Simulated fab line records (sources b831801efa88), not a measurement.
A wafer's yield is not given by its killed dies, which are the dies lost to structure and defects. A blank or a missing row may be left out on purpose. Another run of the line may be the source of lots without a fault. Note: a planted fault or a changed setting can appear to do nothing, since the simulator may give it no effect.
fab line records	flow sky130
[record] lots = 13	wafers = 39	last-day = 50
route steps=708 shown LDD_HVN@276 PAD_OPEN@708
lots that met no fault: taken from a fault-free run of the same line
start-h: hours from the record's first day to the start of the lot's first wafer shown	wait-h: how many hours have passed since the lot's step before this one	" as in the row above	L1.1+2: one row covering several wafers at once	- no value, or no start was given	* or withheld: withheld	< > ~ a bound
route shown NAME@n: NAME is a module with steps in the file, n the number in the route of the first one	usual: the fault-free wafers' mean and standard deviation	same: alike in all rows	chamber/n: place in a boat	sites: per-site readings	_std_site: how widely they spread, as a standard deviation	_edge_site: inner sites' mean taken away from outer sites' mean	radius-mm: for every site, how far away it sits from the centre of the wafer	mask NAME#n: copy n	behind: the last tool/chamber to shape the wafer	hold: why the lot went on hold/how many hours it stayed there/how the hold came to an end	device: names the non-switching transistor (n, p or np)	end of line: the tests these same wafers got at the end of their route	a step given without rows: its recipe and nothing more	killed: the dies lost at the first sort to structure and to defects; this is not the yield of the wafer	map: per-die view of a wafer (x killed, . not killed, _ where there is no die)
set.NAME: setting as actually run; set.NAME@STEP: the setting as run at that earlier step	model.NAME: the simulator's own value behind a step, which no gauge read
one table for each step of the route and one row for each wafer, over a sample of lots
services: from which hour (start-h, from the record's first day; less than 0 if before it) a tool's chamber was out of use, for how many hours, and why
[[steps]]
[step SKY_LDD_HVN_STRIP_09]
[recipe] chemistry = O2/N2	power-w = 1400	pressure-mtorr = 1500	platen-temp-c = withheld	o2-flow-sccm = 3000	n2-flow-sccm = 300	overash-fraction = 0.5
[usual] drypump-motor-current-A = 5.8/0.51	n2-flow-sccm = 300.1/0.87	oes-product-au = 0.408/0.0045	strip-time-to-endpoint-s = 4.130/0.013
[same] overash-fraction = 0.5
lot.wafer	tool	chamber	start-h	wait-h	drypump-motor-current-A	n2-flow-sccm	oes-product-au	rf-hours-counter-h	strip-time-to-endpoint-s
L869.4	plasma-asher-04	0	447.65	0.1	6.1	298.3	0.406	-	4.109
L869.5	"	0	"	"	6.1	298.8	0.401	-	4.142
L869.6	"	1	"	"	5.4	299.9	0.401	-	4.128
L870.3	plasma-asher-04	0	457.30	0.1	6.1	300.7	0.408	-	4.144
L870.4	"	1	"	"	5.4	300.7	0.405	-	4.123
L870.5	"	0	"	"	6.1	301.0	0.398	-	4.137
L872.3	plasma-asher-03	1	482.30	0.1	6.7	300.3	0.402	-	4.116
L872.4	"	0	"	"	6.7	301.8	0.412	-	4.128
L872.6	"	0	"	"	6.7	301.2	0.404	-	4.154
L873.2	plasma-asher-04	1	492.96	0.1	5.4	299.4	0.406	80	4.148
L873.4	"	0	"	"	6.1	299.6	0.410	-	4.143
L873.6	"	0	"	"	6.1	299.2	0.416	-	4.145
L874.1	plasma-asher-04	1	499.32	0.1	5.4	300.3	0.408	80	4.164
L874.5	"	1	"	"	5.4	301.5	0.407	-	4.156
L874.6	"	0	"	"	6.1	360.8	0.407	-	4.151
L883.2	plasma-asher-02	0	588.26	0.1	5.2	301.0	0.406	15	4.131
L883.3	"	0	"	"	5.2	299.7	0.405	-	4.157
L883.5	"	1	"	"	6.0	300.2	0.405	-	4.128
L884.1	plasma-asher-02	1	600.41	0.1	6.1	299.6	0.408	17	4.125
L884.5	"	0	"	"	5.2	301.0	0.413	-	4.122
L884.6	"	1	"	"	6.1	300.0	0.404	-	4.128
L886.1	plasma-asher-04	0	616.81	0.1	6.1	298.5	0.415	92	4.142
L886.4	"	1	"	"	5.4	299.1	0.407	-	4.142
L886.6	"	0	"	"	6.1	301.1	0.409	-	4.150
L887.2	plasma-asher-02	0	626.94	0.1	5.1	298.8	0.404	19	4.118
L887.4	"	0	"	"	5.1	300.0	0.409	-	4.114
L887.5	"	0	"	"	5.2	300.6	0.402	-	4.110
L888.3	plasma-asher-03	1	627.28	0.1	6.7	300.3	0.402	-	4.120
L888.4	"	0	"	"	6.7	299.7	0.412	-	4.112
L888.6	"	0	"	"	6.7	301.6	0.408	-	4.121
L889.1	plasma-asher-02	1	637.81	0.1	6.0	299.7	0.406	20	4.132
L889.2	"	0	"	"	5.2	300.5	0.405	20	4.130
L889.3	"	0	"	"	5.2	300.7	0.406	-	4.137
L891.2	plasma-asher-02	0	649.96	0.1	5.2	301.2	0.414	22	4.118
L891.4	"	1	"	"	6.0	299.7	0.411	-	4.116
L891.6	"	0	"	"	5.2	298.7	0.404	-	4.130
L892.1	plasma-asher-04	1	653.32	0.1	5.4	300.6	0.411	94	4.138
L892.4	"	0	"	"	6.1	300.4	0.412	-	4.134
L892.6	"	0	"	"	6.1	299.9	0.406	-	4.125
[step SKY_PAD_OPEN_PROBE_99]
[usual] killed_at_M0_to_M3 = 44/7.2	killed_at_M4_up = 3.1/1.8	killed-at-contacts = 24/4.5	killed-at-front-end = 16/4.4	killed-at-other = 0.2/0.42	killed-dies = 87/8.9	killed-on-rim = 17/4.1	killed-open = 48/6.4	killed-short = 39/6.2
[same] gross-dies = 492	killed-at-back-side = 0
lot.wafer	tool	chamber	start-h	wait-h	killed_at_M0_to_M3	killed_at_M4_up	killed-at-contacts	killed-at-front-end	killed-at-other	killed-dies	killed-on-rim	killed-open	killed-short
L869.4	prober-01	-	1053.98	0.2	51	4	25	16	1	97	19	62	35
L869.5	prober-01	-	1054.03	0.2	48	3	16	25	0	92	21	47	45
L869.6	prober-01	-	1054.08	0.2	41	2	29	15	0	87	13	47	40
L870.3	prober-02	-	1064.22	0.2	49	5	22	14	0	90	16	48	42
L870.4	prober-02	-	1064.27	0.2	45	6	28	20	0	99	24	46	53
L870.5	prober-02	-	1064.32	0.2	42	2	24	14	1	83	19	47	36
L872.3	prober-02	-	1076.17	0.2	33	3	24	19	2	81	14	44	37
L872.4	prober-02	-	1076.22	0.2	39	1	25	23	0	88	16	56	32
L872.6	prober-02	-	1076.32	0.2	40	1	22	23	1	87	20	41	46
L873.2	prober-01	-	1084.22	0.1	36	2	28	21	0	87	26	49	38
L873.4	prober-01	-	1084.32	0.2	50	7	20	15	0	92	18	40	52
L873.6	prober-01	-	1084.42	0.2	48	5	29	15	0	97	26	50	47
L874.1	prober-02	-	1088.31	0.1	41	6	21	10	0	78	17	51	27
L874.5	prober-02	-	1088.51	0.2	47	7	16	9	0	79	16	45	34
L874.6	prober-02	-	1088.56	0.2	43	3	20	13	0	79	14	42	37
L883.2	prober-01	-	1149.63	0.1	47	3	23	21	0	94	14	54	40
L883.3	prober-01	-	1149.68	0.2	58	2	17	16	0	93	19	44	49
L883.5	prober-01	-	1149.78	0.2	42	3	19	22	0	86	20	46	40
L884.1	prober-02	-	1156.57	0.1	42	3	18	14	0	77	12	40	37
L884.5	prober-02	-	1156.77	0.2	38	1	21	12	1	73	13	39	34
L884.6	prober-02	-	1156.82	0.2	46	2	26	9	0	83	12	41	42
L886.1	prober-02	-	1163.53	0.1	30	5	17	14	0	66	10	41	25
L886.4	prober-02	-	1163.68	0.2	43	1	19	8	0	71	14	39	32
L886.6	prober-02	-	1163.78	0.2	39	4	26	14	0	83	8	47	36
L887.2	prober-01	-	1172.37	0.1	38	5	31	15	0	89	17	44	45
L887.4	prober-01	-	1172.47	0.2	44	6	24	18	1	93	13	50	43
L887.5	prober-01	-	1172.52	0.2	33	4	26	14	0	77	21	45	32
L888.3	prober-02	-	1174.32	0.2	39	3	21	13	0	76	23	41	35
L888.4	prober-02	-	1174.37	0.2	51	1	26	16	1	95	22	60	35
L888.6	prober-02	-	1174.47	0.2	54	1	11	13	1	80	19	48	32
L889.1	prober-01	-	1177.34	0.1	41	3	22	22	1	89	21	56	33
L889.2	prober-01	-	1177.39	0.1	39	4	32	24	0	99	18	51	48
L889.3	prober-01	-	1177.44	0.2	39	2	32	19	0	92	16	51	41
L891.2	prober-01	-	1187.72	0.1	52	1	22	16	0	91	17	48	43
L891.4	prober-01	-	1187.82	0.2	50	5	22	9	0	86	14	52	34
L891.6	prober-01	-	1187.92	0.2	43	0	30	18	0	91	20	53	38
L892.1	prober-02	-	1188.64	0.1	39	3	26	15	0	83	14	57	26
L892.4	prober-02	-	1188.79	0.2	42	3	18	19	0	82	15	46	36
L892.6	prober-02	-	1188.89	0.2	44	5	26	13	0	88	21	47	41
// killed by level:class
L869.4 VIA1:geometric-particle:open=16 CONTACT:geometric-particle:open=11 VIA2:geometric-particle:open=9 VIA3:geometric-particle:open=7 POLY_GATE:geometric-particle:short=5 LI_CONTACT:geometric-particle:open=5 LOCAL_INTERCONNECT:geometric-particle:short=5 POLY_GATE:geometric-particle:open=4
L869.5 VIA1:geometric-particle:open=11 POLY_GATE:geometric-particle:open=8 METAL1:geometric-particle:short=8 VIA1:geometric-particle:short=6 LI_CONTACT:geometric-particle:open=5 VIA3:geometric-particle:open=5 POLY_GATE:geometric-particle:short=4 LOCAL_INTERCONNECT:geometric-particle:short=4
L869.6 CONTACT:geometric-particle:open=10 LI_CONTACT:geometric-particle:open=9 VIA2:geometric-particle:open=9 FIELD_ISO:geometric-particle:short=6 METAL1:geometric-particle:short=6 METAL2:geometric-particle:short=5 VIA1:geometric-particle:open=5 CONTACT:geometric-particle:short=4
L870.3 CONTACT:geometric-particle:open=9 LI_CONTACT:geometric-particle:open=7 VIA1:geometric-particle:short=7 VIA1:geometric-particle:open=7 VIA3:geometric-particle:open=7 METAL2:geometric-particle:short=6 POLY_GATE:geometric-particle:short=5 METAL1:geometric-particle:short=5
L870.4 CONTACT:geometric-particle:open=10 METAL2:geometric-particle:short=7 VIA3:geometric-particle:open=7 VIA1:geometric-particle:open=6 METAL4:geometric-particle:short=6 VIA2:geometric-particle:open=5 LI_CONTACT:geometric-particle:open=5 CONTACT:geometric-particle:short=5
L870.5 VIA1:geometric-particle:open=12 CONTACT:geometric-particle:open=7 FIELD_ISO:geometric-particle:open=5 FIELD_ISO:geometric-particle:short=5 METAL1:geometric-particle:short=5 LOCAL_INTERCONNECT:geometric-particle:short=5 VIA3:geometric-particle:short=5 METAL2:geometric-particle:short=5
L872.3 LI_CONTACT:geometric-particle:open=9 VIA3:geometric-particle:open=8 CONTACT:geometric-particle:open=7 FIELD_ISO:geometric-particle:open=5 FIELD_ISO:geometric-particle:short=4 VIA1:geometric-particle:short=4 VIA1:geometric-particle:open=4 VIA2:geometric-particle:open=4
L872.4 VIA1:geometric-particle:open=14 CONTACT:geometric-particle:open=12 FIELD_ISO:geometric-particle:short=6 POLY_GATE:geometric-particle:open=6 LI_CONTACT:geometric-particle:open=6 VIA3:geometric-particle:open=6 POLY_GATE:geometric-particle:short=4 VIA2:geometric-particle:open=4
L872.6 CONTACT:geometric-particle:open=11 FIELD_ISO:geometric-particle:short=7 METAL1:geometric-particle:short=6 VIA1:geometric-particle:open=6 VIA3:geometric-particle:open=6 VIA1:geometric-particle:short=5 POLY_GATE:geometric-particle:short=4 POLY_GATE:geometric-particle:open=4
L873.2 VIA1:geometric-particle:open=11 CONTACT:geometric-particle:open=10 FIELD_ISO:geometric-particle:open=6 VIA2:geometric-particle:open=6 LI_CONTACT:geometric-particle:short=5 LOCAL_INTERCONNECT:geometric-particle:short=4 POLY_GATE:geometric-particle:open=4 LI_CONTACT:geometric-particle:open=4
L873.4 VIA1:geometric-particle:open=16 CONTACT:geometric-particle:short=7 METAL4:geometric-particle:short=7 VIA1:geometric-particle:short=6 POLY_GATE:geometric-particle:short=5 LI_CONTACT:geometric-particle:short=5 VIA3:geometric-particle:open=5 CONTACT:geometric-particle:open=5
L873.6 CONTACT:geometric-particle:open=10 LI_CONTACT:geometric-particle:open=7 CONTACT:geometric-particle:short=7 VIA1:geometric-particle:open=7 METAL1:geometric-particle:short=6 VIA2:geometric-particle:short=6 VIA2:geometric-particle:open=6 VIA1:geometric-particle:short=5
L874.1 VIA2:geometric-particle:open=9 CONTACT:geometric-particle:open=8 VIA1:geometric-particle:open=6 VIA3:geometric-particle:open=6 LI_CONTACT:geometric-particle:open=5 CONTACT:geometric-particle:short=5 METAL1:geometric-particle:open=5 POLY_GATE:geometric-particle:open=4
L874.5 VIA1:geometric-particle:open=10 CONTACT:geometric-particle:open=9 VIA3:geometric-particle:open=7 VIA2:geometric-particle:open=6 METAL1:geometric-particle:short=5 POLY_GATE:geometric-particle:short=4 METAL4:geometric-particle:short=4 VIA1:geometric-particle:short=4
L874.6 VIA1:geometric-particle:open=12 LI_CONTACT:geometric-particle:open=7 VIA1:geometric-particle:short=7 CONTACT:geometric-particle:open=6 VIA3:geometric-particle:open=5 METAL1:geometric-particle:short=5 METAL2:geometric-particle:short=5 VIA2:geometric-particle:open=4
L883.2 VIA1:geometric-particle:open=13 FIELD_ISO:geometric-particle:open=7 VIA2:geometric-particle:open=7 FIELD_ISO:geometric-particle:short=6 METAL2:geometric-particle:short=6 LI_CONTACT:geometric-particle:open=5 CONTACT:geometric-particle:open=5 POLY_GATE:geometric-particle:short=4
L883.3 METAL2:geometric-particle:short=11 VIA1:geometric-particle:open=9 CONTACT:geometric-particle:open=8 VIA2:geometric-particle:open=8 VIA3:geometric-particle:open=7 FIELD_ISO:geometric-particle:open=6 VIA1:geometric-particle:short=6 CONTACT:geometric-particle:short=5
L883.5 VIA1:geometric-particle:open=11 FIELD_ISO:geometric-particle:open=7 FIELD_ISO:geometric-particle:short=6 METAL2:geometric-particle:short=6 CONTACT:geometric-particle:open=6 VIA3:geometric-particle:open=6 CONTACT:geometric-particle:short=5 METAL1:geometric-particle:short=5
L884.1 VIA1:geometric-particle:open=10 FIELD_ISO:geometric-particle:open=6 CONTACT:geometric-particle:short=5 METAL2:geometric-particle:short=5 VIA3:geometric-particle:open=5 FIELD_ISO:geometric-particle:short=4 VIA2:geometric-particle:open=4 CONTACT:geometric-particle:open=4
L884.5 CONTACT:geometric-particle:open=8 VIA1:geometric-particle:open=8 VIA3:geometric-particle:open=7 LOCAL_INTERCONNECT:geometric-particle:short=6 METAL2:geometric-particle:short=5 METAL1:geometric-particle:short=4 VIA1:geometric-particle:short=4 FIELD_ISO:geometric-particle:open=3
L884.6 VIA2:geometric-particle:open=11 VIA1:geometric-particle:open=10 CONTACT:geometric-particle:open=7 VIA1:geometric-particle:short=7 CONTACT:geometric-particle:short=6 METAL2:geometric-particle:short=6 LI_CONTACT:geometric-particle:short=5 LI_CONTACT:geometric-particle:open=5
L886.1 VIA1:geometric-particle:open=8 VIA3:geometric-particle:open=7 LI_CONTACT:geometric-particle:open=6 CONTACT:geometric-particle:open=6 METAL4:geometric-particle:short=5 FIELD_ISO:geometric-particle:open=4 VIA1:geometric-particle:short=4 FIELD_ISO:geometric-particle:short=3
L886.4 VIA1:geometric-particle:open=11 CONTACT:geometric-particle:open=9 METAL2:geometric-particle:short=7 VIA3:geometric-particle:open=6 CONTACT:geometric-particle:short=5 METAL1:geometric-particle:short=5 VIA2:geometric-particle:open=5 FIELD_ISO:geometric-particle:open=4
L886.6 CONTACT:geometric-particle:open=11 LI_CONTACT:geometric-particle:open=8 METAL3:geometric-particle:short=7 VIA1:geometric-particle:short=6 FIELD_ISO:geometric-particle:open=5 VIA2:geometric-particle:short=5 POLY_GATE:geometric-particle:short=4 POLY_GATE:geometric-particle:open=4
L887.2 VIA1:geometric-particle:open=15 CONTACT:geometric-particle:open=10 LOCAL_INTERCONNECT:geometric-particle:short=8 CONTACT:geometric-particle:short=6 VIA3:geometric-particle:open=5 METAL1:geometric-particle:short=4 LI_CONTACT:geometric-particle:open=4 METAL4:geometric-particle:short=4
L887.4 VIA1:geometric-particle:open=13 CONTACT:geometric-particle:open=10 VIA3:geometric-particle:open=8 POLY_GATE:geometric-particle:open=5 LI_CONTACT:geometric-particle:open=5 METAL1:geometric-particle:short=5 FIELD_ISO:geometric-particle:short=4 POLY_GATE:geometric-particle:short=4
L887.5 CONTACT:geometric-particle:open=14 VIA2:geometric-particle:open=8 VIA3:geometric-particle:open=7 POLY_GATE:geometric-particle:short=5 LI_CONTACT:geometric-particle:open=4 LI_CONTACT:geometric-particle:short=4 VIA1:geometric-particle:open=4 METAL1:geometric-particle:short=3
L888.3 VIA1:geometric-particle:open=15 CONTACT:geometric-particle:open=7 VIA2:geometric-particle:open=5 FIELD_ISO:geometric-particle:short=4 LI_CONTACT:geometric-particle:short=4 VIA1:geometric-particle:short=4 CONTACT:geometric-particle:short=4 VIA3:geometric-particle:open=4
L888.4 LI_CONTACT:geometric-particle:open=14 VIA1:geometric-particle:open=14 VIA2:geometric-particle:open=9 METAL1:geometric-particle:short=7 FIELD_ISO:geometric-particle:open=5 LOCAL_INTERCONNECT:geometric-particle:short=5 VIA2:geometric-particle:short=5 VIA3:geometric-particle:open=4
L888.6 VIA1:geometric-particle:open=13 VIA2:geometric-particle:open=8 CONTACT:geometric-particle:open=6 METAL1:geometric-particle:short=6 VIA3:geometric-particle:open=6 VIA1:geometric-particle:short=5 METAL2:geometric-particle:short=5 POLY_GATE:geometric-particle:short=4
L889.1 VIA1:geometric-particle:open=10 CONTACT:geometric-particle:open=10 VIA2:geometric-particle:open=7 FIELD_ISO:geometric-particle:open=6 VIA3:geometric-particle:open=6 POLY_GATE:geometric-particle:open=5 POLY_GATE:geometric-particle:short=4 LI_CONTACT:geometric-particle:open=4
L889.2 CONTACT:geometric-particle:open=10 VIA1:geometric-particle:open=8 POLY_GATE:geometric-particle:open=7 LI_CONTACT:geometric-particle:open=7 LI_CONTACT:geometric-particle:short=7 FIELD_ISO:geometric-particle:open=6 POLY_GATE:geometric-particle:short=6 METAL1:geometric-particle:short=6
L889.3 CONTACT:geometric-particle:open=12 VIA1:geometric-particle:open=10 CONTACT:geometric-particle:short=8 FIELD_ISO:geometric-particle:open=7 LI_CONTACT:geometric-particle:open=7 METAL1:geometric-particle:short=7 VIA1:geometric-particle:short=6 FIELD_ISO:geometric-particle:short=5
L891.2 VIA1:geometric-particle:open=13 METAL2:geometric-particle:short=9 CONTACT:geometric-particle:open=7 VIA3:geometric-particle:open=6 POLY_GATE:geometric-particle:short=5 LI_CONTACT:geometric-particle:short=5 LOCAL_INTERCONNECT:geometric-particle:short=5 METAL1:geometric-particle:short=5
L891.4 VIA2:geometric-particle:open=12 LI_CONTACT:geometric-particle:open=8 VIA3:geometric-particle:open=7 VIA1:geometric-particle:open=7 CONTACT:geometric-particle:open=7 METAL1:geometric-particle:short=6 VIA1:geometric-particle:short=6 METAL2:geometric-particle:short=6
L891.6 CONTACT:geometric-particle:open=10 VIA2:geometric-particle:open=10 VIA1:geometric-particle:open=9 LI_CONTACT:geometric-particle:open=8 FIELD_ISO:geometric-particle:open=6 CONTACT:geometric-particle:short=6 METAL1:geometric-particle:short=5 METAL2:geometric-particle:short=5
L892.1 VIA1:geometric-particle:open=11 LI_CONTACT:geometric-particle:open=10 CONTACT:geometric-particle:open=9 VIA3:geometric-particle:open=6 VIA2:geometric-particle:open=6 FIELD_ISO:geometric-particle:open=5 VIA1:geometric-particle:short=5 POLY_GATE:geometric-particle:short=3
L892.4 VIA1:geometric-particle:open=8 VIA2:geometric-particle:open=8 FIELD_ISO:geometric-particle:open=7 CONTACT:geometric-particle:open=6 VIA3:geometric-particle:open=6 LOCAL_INTERCONNECT:geometric-particle:short=4 METAL3:geometric-particle:short=4 FIELD_ISO:geometric-particle:short=3
L892.6 VIA1:geometric-particle:open=12 CONTACT:geometric-particle:open=9 CONTACT:geometric-particle:short=7 METAL3:geometric-particle:short=6 VIA2:geometric-particle:open=6 POLY_GATE:geometric-particle:open=5 LI_CONTACT:geometric-particle:open=5 METAL4:geometric-particle:short=5
[[services]]
tool	chamber	start-h	hours	kind
plasma-asher-02	0	430.25	-	clean
plasma-asher-02	1	430.25	-	clean
plasma-asher-04	-	431.31	3.4	repair
plasma-asher-03	-	595.22	1.7	repair
plasma-asher-04	-	601.69	2.1	repair
plasma-asher-04	-	637.37	14.6	pm
plasma-asher-03	-	649.19	14.6	pm
[[key]]
[first-sign] step = SKY_LDD_HVN_STRIP_09	reading = n2-flow-sccm	direction = up	sigmas = 70	usual = 300.1	struck = 360.8
effect none on later readings
met-at SKY_LDD_HVN_STRIP_09
struck-lots L874
struck-wafers L874.6
tester-left-out L874
onset-between 492.96 499.32
[fault] kind = process-parameter-drift	tool = plasma-asher-04	chamber = 0	onset-h = 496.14	steps = SKY_LDD_HVN_STRIP_09	channel = n2-flow-sccm	offset = 60	shape = step	end-h = 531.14	acts-in = these-recipes-only	stated = 300
// tester-left-out: of these lots the tester's yield and bins aren't shown, on N5 and GAA mostly nor the transistor test; their killed dies are dies lost to structure and defects alone, not to doping, threshold or leakage, so they don't give the yield
